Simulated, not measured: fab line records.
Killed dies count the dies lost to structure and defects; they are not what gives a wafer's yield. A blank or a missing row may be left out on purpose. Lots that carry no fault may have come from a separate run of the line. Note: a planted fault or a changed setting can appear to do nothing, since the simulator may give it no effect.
Struck lot and sound lot, side by side	flow sfq_line	24 steps out of a route of 325
Sound: these wafers, L200.1, L200.2, L200.5. Struck: wafers L207.2, L207.3, L207.4. At the end, the cause is stated.
Per side, at each step with rows, come the tool, then ch with its chambers, and then its first start. Under that, the readings that differ: sound wafers	struck wafers	difference of the means	sigmas: that difference in standard deviations of wafers without a fault.
alike: readings whose means differ by less than 2 such deviations, and words and numbers that are the same on both sides. not compared: withheld readings, readings that some wafer has no value for, bounds like >300 that may hide the same value, and numbers for which the record gives no deviation and whose values overlap.
Wherever a step has rows on one side only, a row that says differs or no value, or a row with sigmas, the two part there. Numbers that don't overlap but have no deviation are shown without sigmas and don't part them. A reading that every wafer of one side lacks parts them only if that side has two wafers or more.

first, 6 steps without rows for these wafers: SFQ_TRILAYER_I0_VIA_LITHO_COAT_036 (resist thk 62 nm); SFQ_TRILAYER_I0_VIA_LITHO_COAT_031 (resist thk 650 nm); SFQ_TRILAYER_I0_VIA_LITHO_SOFTBAKE_035; SFQ_TRILAYER_I0_VIA_LITHO_EXPOSE_032 (exposes mask I0, target cd 500 nm); SFQ_TRILAYER_I0_VIA_LITHO_PEB_034 (peb time 60 s); SFQ_TRILAYER_I0_VIA_LITHO_DEVELOP_033 (time 60 s).
SFQ_I0_OVL_MEAS_908:
  struck on overlay-02, day 21 20:43; sound on overlay-01, day 19 00:19
  alike: I0_OVL
SFQ_TRILAYER_I0_VIA_BARC_OPEN_VIA_ETCH_046: etches BARC in O2, target depth 125 nm, time 41.7 s.
  sound on rie_diel-03 ch 0,1, day 19 00:21; struck on rie_diel-03 ch 0,2,3, day 21 20:44
  alike: drypump_motor_current_A, oes_product_au
  not compared: rf_hours_counter_h
SFQ_TRILAYER_I0_VIA_ETCH_VIA_ETCH_034: etches SiO2 in CHF3, stops on Nb, target depth 260 nm.
  sound on rie_diel-03 ch 0,1, day 19 00:23; struck on rie_diel-03 ch 0,2,3, day 21 20:47
  alike: drypump_motor_current_A, oes_product_au
SFQ_TRILAYER_I0_VIA_STRIP_STRIP_035: strips in O2.
  sound on rie_metal-01 ch 0,1, day 19 00:30; struck on rie_metal-01 ch 1, day 21 21:05
  alike: drypump_motor_current_A, oes_product_au
  not compared: rf_hours_counter_h
then, 2 steps without rows for these wafers: SFQ_TRILAYER_I0_VIA_STRIP_SOLV_CLEAN_036 (cleans in NMP, time 600 s); SFQ_TRILAYER_M1_DEP_PRE_CLEAN_038 (time 22.5 s).
SFQ_TRILAYER_M1_DEP_SPUTTER_037: material Nb, target thk 200 nm, time 133.3 s.
  struck on pvd_sputter-06, day 21 22:17; sound on pvd_sputter-06, day 19 01:19
  no value came back on the struck wafers for base_pressure_pa (Pa), cathode_dc_power_W (W), throttle_valve_pct (%); on the sound wafers base_pressure_pa (Pa) reads 1.38e-06 1.35e-06 1.27e-06
SFQ_M1_RS_MEAS_909: the measuring method here is four-point-probe.
  struck on film_metro-01, day 21 22:25; sound on film_metro-03, day 19 01:24
reading	sound	struck	difference	sigmas
M1_NB_RS (ohm/sq)	0.884 0.890 0.885	- - -	no value on the struck wafers	
then, 6 steps without rows for these wafers: SFQ_TRILAYER_M1_LITHO_COAT_044 (resist thk 62 nm); SFQ_TRILAYER_M1_LITHO_COAT_039 (resist thk 600 nm); SFQ_TRILAYER_M1_LITHO_SOFTBAKE_043; SFQ_TRILAYER_M1_LITHO_EXPOSE_040 (exposes mask M1, target cd 500 nm); SFQ_TRILAYER_M1_LITHO_PEB_042 (peb time 60 s); SFQ_TRILAYER_M1_LITHO_DEVELOP_041 (time 60 s).
-- the record jumps here: 6 days lie between the struck wafers' starts before and after --
SFQ_M1_OVL_MEAS_911:
  struck on overlay-01, day 27 22:55; sound on overlay-01, day 25 11:59
  alike: M1_OVL
SFQ_TRILAYER_M1_BARC_OPEN_METAL_ETCH_054: etches BARC in O2, target depth 125 nm, time 41.7 s.
  sound on rie_metal-01 ch 0,1, day 25 12:01; struck on rie_metal-04 ch 0,1, day 27 22:56
  alike: drypump_motor_current_A, oes_product_au
  not compared: rf_hours_counter_h
SFQ_TRILAYER_M1_ETCH_METAL_ETCH_042: etches Nb in Cl2/Ar, stops on SiO2, target depth 240 nm, time 120 s.
  sound on rie_metal-01 ch 0,1, day 25 12:04; struck on rie_metal-04 ch 0,1, day 27 23:00
reading	sound	struck	difference	sigmas
oes_product_au (a.u.)	0.899 0.893 0.900	0.375 0.370 0.372	-0.525	-77
  alike: drypump_motor_current_A
  not compared: rf_hours_counter_h
SFQ_TRILAYER_M1_STRIP_STRIP_043: strips in O2.
  sound on rie_metal-01 ch 0,1, day 25 12:12; struck on rie_metal-04 ch 0,1, day 27 23:07
  alike: drypump_motor_current_A, oes_product_au
  not compared: rf_hours_counter_h

## WHERE THEY PART
At SFQ_TRILAYER_M1_DEP_SPUTTER_037 first; at SFQ_TRILAYER_M1_ETCH_METAL_ETCH_042 last (within this record only). Later steps at which nothing parts them and some readings are alike: SFQ_TRILAYER_M1_STRIP_STRIP_043.

WHY: the cause the simulator had injected
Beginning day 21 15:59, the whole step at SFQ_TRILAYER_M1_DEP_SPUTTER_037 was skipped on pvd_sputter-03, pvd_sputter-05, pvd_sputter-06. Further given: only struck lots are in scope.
